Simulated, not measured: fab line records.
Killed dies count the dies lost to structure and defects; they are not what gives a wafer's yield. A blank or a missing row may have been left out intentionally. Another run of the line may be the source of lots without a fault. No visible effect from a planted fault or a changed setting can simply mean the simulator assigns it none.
Which tool is to blame? + flow gf180mcu + Sampling: 24 lots, 72 wafers, 6 of 602 route steps

== WHAT EACH GAUGE READ, for each wafer ==
GF_V3_BOW_MEAS_05.
| lot  | measured     | on           | V3_BOW (um) |
|------|--------------|--------------|-------------|
| L074 | day 21 11:50 | filmMetro-03 | 115 109 121 |
| L075 | day 21 22:17 | filmMetro-04 | 110 123 122 |
| L076 | day 22 03:01 | filmMetro-03 | 116 125 112 |
| L077 | day 22 17:33 | filmMetro-03 | 126 131 120 |
| L078 | day 23 00:08 | filmMetro-03 | 127 122 127 |
| L079 | day 23 11:06 | filmMetro-04 | 121 125 117 |
| L080 | day 23 16:09 | filmMetro-04 | 110 107 117 |
| L081 | day 24 00:35 | filmMetro-01 | 119 116 118 |
| L082 | day 24 05:53 | filmMetro-04 | 115 106 103 |
| L083 | day 24 12:48 | filmMetro-03 | 119 137 122 |
| L084 | day 25 02:50 | filmMetro-03 | 129 120 119 |
| L085 | day 25 16:26 | filmMetro-03 | 132 126 131 |
| L086 | day 25 17:03 | filmMetro-04 | 115 113 120 |
| L087 | day 26 00:29 | filmMetro-01 | 115 125 119 |
| L088 | day 26 04:53 | filmMetro-04 | 125 120 123 |
| L089 | day 26 10:37 | filmMetro-03 | 121 115 115 |
| L090 | day 26 23:00 | filmMetro-04 | 113 121 105 |
| L091 | day 27 03:59 | filmMetro-04 | 103 119 98  |
| L092 | day 27 10:17 | filmMetro-03 | 107 113 113 |
| L093 | day 27 18:14 | filmMetro-03 | 125 130 124 |
| L094 | day 28 02:36 | filmMetro-03 | 109 116 110 |
| L095 | day 28 14:19 | filmMetro-04 | 116 118 128 |
| L096 | day 28 15:55 | filmMetro-01 | 125 113 112 |
| L097 | day 28 21:25 | filmMetro-04 | 103 117 108 |

GF_M4_CD_MEAS_14: the cd target is 280 nm.
| lot  | measured     | on       | cdNm (nm)         |
|------|--------------|----------|-------------------|
| L074 | day 23 11:20 | cdSem-02 | 278.8 279.2 279.8 |
| L075 | day 23 21:04 | cdSem-02 | 280.9 281.6 280.7 |
| L076 | day 24 00:44 | cdSem-01 | 280.6 280.0 281.0 |
| L077 | day 24 16:31 | cdSem-02 | 278.6 278.8 280.2 |
| L078 | day 24 22:29 | cdSem-01 | 280.4 279.4 279.7 |
| L079 | day 25 08:17 | cdSem-02 | 280.6 279.1 279.8 |
| L080 | day 25 12:20 | cdSem-02 | 279.2 279.2 278.8 |
| L081 | day 25 21:43 | cdSem-02 | 277.5 277.4 276.6 |
| L082 | day 26 01:38 | cdSem-01 | 277.7 279.6 280.0 |
| L083 | day 26 08:29 | cdSem-02 | 280.8 278.8 279.7 |
| L084 | day 26 22:26 | cdSem-01 | 278.3 280.1 279.7 |
| L085 | day 27 11:17 | cdSem-02 | 278.3 276.2 278.8 |
| L086 | day 27 11:38 | cdSem-01 | 279.8 279.1 278.8 |
| L087 | day 27 18:46 | cdSem-02 | 279.6 279.4 280.5 |
| L088 | day 27 22:02 | cdSem-02 | 278.9 280.4 279.2 |
| L089 | day 28 04:59 | cdSem-02 | 279.2 278.8 279.2 |
| L090 | day 28 16:32 | cdSem-02 | 281.3 282.0 282.0 |
| L091 | day 28 20:23 | cdSem-01 | 278.3 278.3 278.6 |
| L092 | day 29 02:29 | cdSem-01 | 280.5 278.8 280.3 |
| L093 | day 29 10:18 | cdSem-02 | 278.3 279.5 277.9 |
| L094 | day 29 18:11 | cdSem-01 | 279.5 279.7 279.0 |
| L095 | day 30 06:14 | cdSem-02 | 280.0 279.4 279.5 |
| L096 | day 30 07:07 | cdSem-02 | 281.1 280.5 280.9 |
| L097 | day 30 13:05 | cdSem-01 | 276.5 277.4 276.7 |

GF_M5_CD_MEAS_07: the cd target is 280 nm.
| lot  | measured     | on       | cdNm (nm)         |
|------|--------------|----------|-------------------|
| L074 | day 26 08:20 | cdSem-01 | 281.0 280.4 280.1 |
| L075 | day 26 16:56 | cdSem-02 | 279.3 280.8 281.4 |
| L076 | day 26 19:29 | cdSem-01 | 278.9 280.6 279.8 |
| L077 | day 27 11:04 | cdSem-01 | 279.6 278.3 278.7 |
| L078 | day 27 16:58 | cdSem-01 | 281.5 280.6 282.4 |
| L079 | day 28 02:10 | cdSem-01 | 279.4 280.6 279.2 |
| L080 | day 28 03:38 | cdSem-01 | 282.6 280.8 282.2 |
| L081 | day 28 14:52 | cdSem-02 | 281.0 280.0 281.4 |
| L082 | day 28 17:31 | cdSem-01 | 279.5 279.8 279.9 |
| L083 | day 28 21:43 | cdSem-01 | 279.8 278.9 279.6 |
| L084 | day 29 13:53 | cdSem-02 | 279.7 279.7 280.1 |
| L085 | day 30 01:14 | cdSem-02 | 279.3 278.9 279.7 |
| L086 | day 30 02:13 | cdSem-02 | 280.6 279.8 281.3 |
| L087 | day 30 07:34 | cdSem-01 | 277.7 278.2 276.6 |
| L088 | day 30 11:23 | cdSem-02 | 278.8 279.7 279.6 |
| L089 | day 30 17:02 | cdSem-02 | 280.0 279.8 279.4 |
| L090 | day 31 03:43 | cdSem-01 | 278.1 279.1 278.5 |
| L091 | day 31 07:54 | cdSem-02 | 280.7 279.2 280.0 |
| L092 | day 31 12:37 | cdSem-02 | 278.2 278.8 278.6 |
| L093 | day 31 19:58 | cdSem-02 | 283.5 283.0 283.3 |
| L094 | day 32 03:04 | cdSem-02 | 282.5 281.3 281.3 |
| L095 | day 32 14:11 | cdSem-01 | 280.6 279.9 279.5 |
| L096 | day 32 15:08 | cdSem-01 | 279.7 279.1 278.9 |
| L097 | day 32 19:02 | cdSem-01 | 280.0 280.1 279.7 |

== EACH LOT AND THE TOOL THAT RAN IT (in order: tool; ch and the chambers of the sampled wafers; start) ==
| lot  | GF_M4_SPUTTER_02            | GF_M4_SPUTTER_03            | GF_MIM_SPUTTER_03           |
|------|-----------------------------|-----------------------------|-----------------------------|
| L074 | pvdSputter-02, day 22 12:28 | pvdSputter-02, day 22 12:30 | pvdSputter-01, day 24 13:46 |
| L075 | pvdSputter-02, day 22 23:09 | pvdSputter-02, day 22 23:11 | pvdSputter-01, day 24 22:34 |
| L076 | pvdSputter-02, day 23 02:32 | pvdSputter-02, day 23 02:34 | pvdSputter-03, day 25 02:21 |
| L077 | pvdSputter-03, day 23 18:07 | pvdSputter-03, day 23 18:09 | pvdSputter-01, day 25 16:56 |
| L078 | pvdSputter-04, day 24 00:24 | pvdSputter-04, day 24 00:26 | pvdSputter-03, day 25 23:39 |
| L079 | pvdSputter-04, day 24 11:20 | pvdSputter-04, day 24 11:22 | pvdSputter-03, day 26 09:04 |
| L080 | pvdSputter-03, day 24 15:38 | pvdSputter-03, day 24 15:40 | pvdSputter-01, day 26 10:59 |
| L081 | pvdSputter-03, day 25 00:46 | pvdSputter-03, day 25 00:47 | pvdSputter-03, day 26 22:22 |
| L082 | pvdSputter-03, day 25 05:17 | pvdSputter-03, day 25 05:19 | pvdSputter-04, day 27 01:10 |
| L083 | pvdSputter-03, day 25 11:26 | pvdSputter-03, day 25 11:28 | pvdSputter-04, day 27 08:01 |
| L084 | pvdSputter-02, day 26 00:58 | pvdSputter-02, day 26 01:00 | pvdSputter-04, day 27 22:13 |
| L085 | pvdSputter-04, day 26 14:32 | pvdSputter-04, day 26 14:34 | pvdSputter-04, day 28 10:35 |
| L086 | pvdSputter-03, day 26 15:11 | pvdSputter-03, day 26 15:13 | pvdSputter-01, day 28 10:59 |
| L087 | pvdSputter-03, day 26 22:47 | pvdSputter-03, day 26 22:49 | pvdSputter-04, day 28 17:38 |
| L088 | pvdSputter-03, day 27 02:52 | pvdSputter-03, day 27 02:54 | pvdSputter-01, day 28 20:58 |
| L089 | pvdSputter-03, day 27 09:14 | pvdSputter-03, day 27 09:16 | pvdSputter-01, day 29 02:46 |
| L090 | pvdSputter-02, day 27 20:57 | pvdSputter-02, day 27 20:59 | pvdSputter-04, day 29 14:34 |
| L091 | pvdSputter-04, day 28 01:31 | pvdSputter-04, day 28 01:33 | pvdSputter-01, day 29 19:04 |
| L092 | pvdSputter-03, day 28 07:17 | pvdSputter-03, day 28 07:19 | pvdSputter-03, day 30 00:00 |
| L093 | pvdSputter-03, day 28 15:06 | pvdSputter-03, day 28 15:08 | pvdSputter-03, day 30 08:08 |
| L094 | pvdSputter-04, day 28 22:59 | pvdSputter-04, day 28 23:01 | pvdSputter-04, day 30 15:42 |
| L095 | pvdSputter-04, day 29 11:14 | pvdSputter-04, day 29 11:16 | pvdSputter-03, day 31 03:22 |
| L096 | pvdSputter-02, day 29 12:15 | pvdSputter-02, day 29 12:17 | pvdSputter-03, day 31 04:35 |
| L097 | pvdSputter-04, day 29 18:43 | pvdSputter-04, day 29 18:44 | pvdSputter-03, day 31 09:52 |
- GF_M4_SPUTTER_02: material AlCu, target thk 450 nm, time 23.9 s.
- GF_M4_SPUTTER_03: material Ti, target thk 10 nm, time 6.7 s.
- GF_MIM_SPUTTER_03: material Ti, target thk 10 nm, time 6.7 s.

== AS READ BY THE TOOLS THEMSELVES (means over the sampled wafers that have a number; for cases with no such wafer, the mark the record gives instead) ==
GF_M4_SPUTTER_02.
| lot  | tool          | throttleValvePct (%) |
|------|---------------|----------------------|
| L074 | pvdSputter-02 | 29.3                 |
| L075 | pvdSputter-02 | 29.2                 |
| L076 | pvdSputter-02 | 29.6                 |
| L077 | pvdSputter-03 | 30.7                 |
| L078 | pvdSputter-04 | 29.6                 |
| L079 | pvdSputter-04 | 29.9                 |
| L080 | pvdSputter-03 | 30.6                 |
| L081 | pvdSputter-03 | 32.3                 |
| L082 | pvdSputter-03 | 32.3                 |
| L083 | pvdSputter-03 | 31.8                 |
| L084 | pvdSputter-02 | 29.9                 |
| L085 | pvdSputter-04 | 30.7                 |
| L086 | pvdSputter-03 | 30.1                 |
| L087 | pvdSputter-03 | 30.2                 |
| L088 | pvdSputter-03 | 30.2                 |
| L089 | pvdSputter-03 | 29.3                 |
| L090 | pvdSputter-02 | 29.0                 |
| L091 | pvdSputter-04 | 30.7                 |
| L092 | pvdSputter-03 | 30.1                 |
| L093 | pvdSputter-03 | 30.3                 |
| L094 | pvdSputter-04 | 31.6                 |
| L095 | pvdSputter-04 | 30.8                 |
| L096 | pvdSputter-02 | 29.1                 |
| L097 | pvdSputter-04 | 30.9                 |

GF_M4_SPUTTER_03.
| lot  | tool          | throttleValvePct (%) |
|------|---------------|----------------------|
| L074 | pvdSputter-02 | 29.2                 |
| L075 | pvdSputter-02 | 29.4                 |
| L076 | pvdSputter-02 | 29.7                 |
| L077 | pvdSputter-03 | 30.9                 |
| L078 | pvdSputter-04 | 29.6                 |
| L079 | pvdSputter-04 | 30.0                 |
| L080 | pvdSputter-03 | 30.7                 |
| L081 | pvdSputter-03 | 32.3                 |
| L082 | pvdSputter-03 | 32.3                 |
| L083 | pvdSputter-03 | 31.7                 |
| L084 | pvdSputter-02 | 29.8                 |
| L085 | pvdSputter-04 | 30.5                 |
| L086 | pvdSputter-03 | 30.0                 |
| L087 | pvdSputter-03 | 30.2                 |
| L088 | pvdSputter-03 | 30.2                 |
| L089 | pvdSputter-03 | 29.6                 |
| L090 | pvdSputter-02 | 28.9                 |
| L091 | pvdSputter-04 | 30.7                 |
| L092 | pvdSputter-03 | 30.2                 |
| L093 | pvdSputter-03 | 30.1                 |
| L094 | pvdSputter-04 | 31.7                 |
| L095 | pvdSputter-04 | 30.9                 |
| L096 | pvdSputter-02 | 29.0                 |
| L097 | pvdSputter-04 | 31.0                 |

GF_MIM_SPUTTER_03.
| lot  | tool          | throttleValvePct (%) |
|------|---------------|----------------------|
| L074 | pvdSputter-01 | 30.2                 |
| L075 | pvdSputter-01 | 30.1                 |
| L076 | pvdSputter-03 | 30.3                 |
| L077 | pvdSputter-01 | 30.2                 |
| L078 | pvdSputter-03 | 30.1                 |
| L079 | pvdSputter-03 | 30.2                 |
| L080 | pvdSputter-01 | 30.1                 |
| L081 | pvdSputter-03 | 29.9                 |
| L082 | pvdSputter-04 | 31.2                 |
| L083 | pvdSputter-04 | 31.7                 |
| L084 | pvdSputter-04 | 29.8                 |
| L085 | pvdSputter-04 | 29.8                 |
| L086 | pvdSputter-01 | 30.0                 |
| L087 | pvdSputter-04 | 29.6                 |
| L088 | pvdSputter-01 | 30.1                 |
| L089 | pvdSputter-01 | 29.6                 |
| L090 | pvdSputter-04 | 30.8                 |
| L091 | pvdSputter-01 | 30.2                 |
| L092 | pvdSputter-03 | 30.0                 |
| L093 | pvdSputter-03 | 30.1                 |
| L094 | pvdSputter-04 | 31.0                 |
| L095 | pvdSputter-03 | 32.3                 |
| L096 | pvdSputter-03 | 31.4                 |
| L097 | pvdSputter-03 | 30.9                 |

== THE ANSWER, worked out from the rows above alone ==
Rule: usual is defined by the lots themselves. The widest of any qualifying gaps counts: lots, ordered by their means at a reading, are off when they make up no more than a third of the lots, leave a main group of 4 or more, and stand apart from it by 3 or more times the standard deviation of that group's means. A main group is skipped when, at the precision printed for the reading in the tables above, its means are all equal. A lot without any number at a reading at which 4 lots or more have one is off too. The other lots that the step has rows for count as sound. After the gauges, taken in route order, come the tools' own readings; for these a lot's mean is taken, as printed above. At the first step where some lot is off, the reading lying furthest off is the one used; lots without a number count as furthest.
Across all readings shown, no lot is off: no conclusion can be drawn from this.

== WHAT THE SIMULATOR HAD INSERTED ==
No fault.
